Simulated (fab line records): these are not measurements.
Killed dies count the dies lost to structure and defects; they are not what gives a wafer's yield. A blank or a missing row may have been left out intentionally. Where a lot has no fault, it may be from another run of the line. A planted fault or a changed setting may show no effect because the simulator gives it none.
The tool behind it: which one? | flow sky130 | 72 wafers from 24 lots sampled at 3 of the route's 708 steps

== WHAT EACH GAUGE READ, for each wafer ==
SKY_POLY_CUT_OVL_MEAS_09. Usual: POLY_CUT_OVL typically reads -1 nm, with standard deviation 5.3.
lot  | measured     | on         | POLY_CUT_OVL (nm) | flag
L074 | day 24 11:40 | overlay-01 | 3 -5 -3           |
L075 | day 24 23:51 | overlay-02 | 0 -4 -4           |
L077 | day 25 21:56 | overlay-01 | -6 -6 -1          |
L076 | day 26 02:01 | overlay-02 | 8 1 11            |
L078 | day 26 12:00 | overlay-01 | 0 0 3             |
L079 | day 26 13:33 | overlay-02 | -5 0 -4           |
L080 | day 26 21:34 | overlay-02 | 10 14 13          |
L081 | day 27 11:13 | overlay-02 | -8 -7 -14         |
L082 | day 27 22:46 | overlay-01 | -2 -8 0           |
L083 | day 28 05:11 | overlay-01 | 4 -1 -3           |
L084 | day 28 12:13 | overlay-01 | -1 0 -2           |
L085 | day 29 04:22 | overlay-02 | -9 -4 -11         |
L086 | day 29 07:58 | overlay-01 | -6 -11 -6         |
L087 | day 29 14:39 | overlay-02 | -5 -6 -2          |
L088 | day 29 23:37 | overlay-02 | -1 7 1            |
L089 | day 30 05:38 | overlay-02 | 2 3 0             |
L090 | day 30 16:16 | overlay-02 | 2 4 5             |
L091 | day 30 21:49 | overlay-02 | -3 -1 3           |
L092 | day 31 07:30 | overlay-02 | -7 -6 -3          |
L093 | day 31 10:34 | overlay-01 | -5 1 -1           |
L094 | day 31 17:48 | overlay-02 | 4 0 0             |
L095 | day 31 22:46 | overlay-02 | 1 7 1             |
L096 | day 32 06:22 | overlay-01 | -6 0 -9           |
L097 | day 32 22:49 | overlay-02 | -4 -6 0           |

SKY_METAL1_CD_MEAS_15: the cd target is 140 nm. Usual: cd-nm 140.5 nm, standard deviation 1.4.
lot  | measured     | on        | cd-nm (nm)        | flag
L074 | day 33 00:05 | cd-sem-01 | 141.4 143.0 142.3 |
L075 | day 33 09:05 | cd-sem-01 | 139.4 142.0 139.0 |
L077 | day 34 03:58 | cd-sem-02 | 139.6 140.6 139.7 |
L076 | day 34 10:00 | cd-sem-01 | 139.9 139.0 139.2 |
L078 | day 34 16:11 | cd-sem-01 | 141.1 142.7 142.0 |
L079 | day 34 17:23 | cd-sem-01 | 141.0 141.2 141.5 |
L080 | day 35 01:31 | cd-sem-01 | 141.6 141.6 141.4 |
L081 | day 35 11:24 | cd-sem-02 | 141.3 139.8 142.9 |
L082 | day 36 00:17 | cd-sem-01 | 141.2 141.4 139.3 |
L083 | day 36 05:59 | cd-sem-02 | 142.1 142.5 141.8 |
L084 | day 36 13:12 | cd-sem-01 | 138.2 139.7 140.5 |
L085 | day 37 01:13 | cd-sem-01 | 139.2 140.3 138.7 |
L086 | day 37 06:16 | cd-sem-02 | 142.2 141.8 143.4 |
L087 | day 37 11:50 | cd-sem-02 | 140.2 139.6 140.4 |
L088 | day 37 20:01 | cd-sem-01 | 142.7 143.6 142.6 |
L089 | day 38 02:16 | cd-sem-01 | 139.7 138.6 139.0 |
L090 | day 38 11:42 | cd-sem-02 | 139.8 142.2 141.1 |
L091 | day 38 16:28 | cd-sem-02 | 139.9 138.7 140.4 |
L092 | day 38 23:50 | cd-sem-01 | 141.4 141.2 139.5 |
L093 | day 39 02:05 | cd-sem-01 | 137.9 137.3 138.2 |
L094 | day 39 07:59 | cd-sem-02 | 140.7 141.1 141.5 |
L095 | day 39 14:55 | cd-sem-02 | 141.0 140.1 142.2 |
L096 | day 39 19:56 | cd-sem-01 | 140.0 140.7 140.4 |
L097 | day 40 11:23 | cd-sem-01 | 138.7 139.9 138.6 |

== WHICH TOOL RAN EACH LOT (tool, then ch and the chambers of the sampled wafers, then the start) ==
lot  | SKY_METAL1_SPUTTER_04
L074 | pvd-sputter-04, day 31 21:43
L075 | pvd-sputter-04, day 32 06:52
L077 | pvd-sputter-02, day 33 03:28
L076 | pvd-sputter-04, day 33 09:05
L078 | pvd-sputter-02, day 33 16:53
L079 | pvd-sputter-03, day 33 17:29
L080 | pvd-sputter-02, day 34 01:39
L081 | pvd-sputter-04, day 34 11:52
L082 | pvd-sputter-03, day 34 22:16
L083 | pvd-sputter-04, day 35 04:16
L084 | pvd-sputter-02, day 35 11:16
L085 | pvd-sputter-04, day 35 23:31
L086 | pvd-sputter-02, day 36 03:57
L087 | pvd-sputter-04, day 36 09:44
L088 | pvd-sputter-03, day 36 18:19
L089 | pvd-sputter-02, day 37 00:25
L090 | pvd-sputter-03, day 37 09:58
L091 | pvd-sputter-02, day 37 15:06
L092 | pvd-sputter-03, day 37 21:52
L093 | pvd-sputter-02, day 38 00:59
L094 | pvd-sputter-02, day 38 07:10
L095 | pvd-sputter-04, day 38 14:16
L096 | pvd-sputter-04, day 38 18:29
L097 | pvd-sputter-02, day 39 10:01
- SKY_METAL1_SPUTTER_04: material TiN, target thk 70 nm, time 58.3 s.

== WHAT THE TOOLS THEMSELVES READ (means of the sampled wafers that have a number; where no wafer has one, the mark that the record gives instead) ==
SKY_METAL1_SPUTTER_04. Usual: throttle-valve-pct 29.9 %, standard deviation 0.91.
lot  | tool           | throttle-valve-pct (%) | flag
L074 | pvd-sputter-04 | 29.5                   |
L075 | pvd-sputter-04 | 29.2                   |
L077 | pvd-sputter-02 | 30.6                   |
L076 | pvd-sputter-04 | 29.2                   |
L078 | pvd-sputter-02 | 29.8                   |
L079 | pvd-sputter-03 | 28.7                   |
L080 | pvd-sputter-02 | 30.3                   |
L081 | pvd-sputter-04 | 29.5                   |
L082 | pvd-sputter-03 | 28.5                   |
L083 | pvd-sputter-04 | 29.2                   |
L084 | pvd-sputter-02 | 30.5                   |
L085 | pvd-sputter-04 | 29.3                   |
L086 | pvd-sputter-02 | 29.8                   |
L087 | pvd-sputter-04 | 29.7                   |
L088 | pvd-sputter-03 | 29.6                   |
L089 | pvd-sputter-02 | 30.9                   |
L090 | pvd-sputter-03 | 29.7                   |
L091 | pvd-sputter-02 | 30.6                   |
L092 | pvd-sputter-03 | 30.6                   |
L093 | pvd-sputter-02 | 30.7                   |
L094 | pvd-sputter-02 | 30.2                   |
L095 | pvd-sputter-04 | 29.3                   |
L096 | pvd-sputter-04 | 29.3                   |
L097 | pvd-sputter-02 | 31.2                   |

== THE ANSWER, worked out from the rows above alone ==
Rule: a lot counts as off when the mean over its wafers that have a number is more than 3 standard deviations away from the usual mean. A lot without any number at a reading at which 4 lots or more have one is off too. Any other lot the step has rows for is counted as sound. First the gauges in route order, then the tools' own readings, where a lot's mean is used as printed above. The first step at which some lot is off is used, and at that step the reading that is off furthest; a lot without a number counts as furthest.
Across all readings shown, no lot is off: no conclusion can be drawn from this.

== WHAT WAS PUT IN BY THE SIMULATOR ==
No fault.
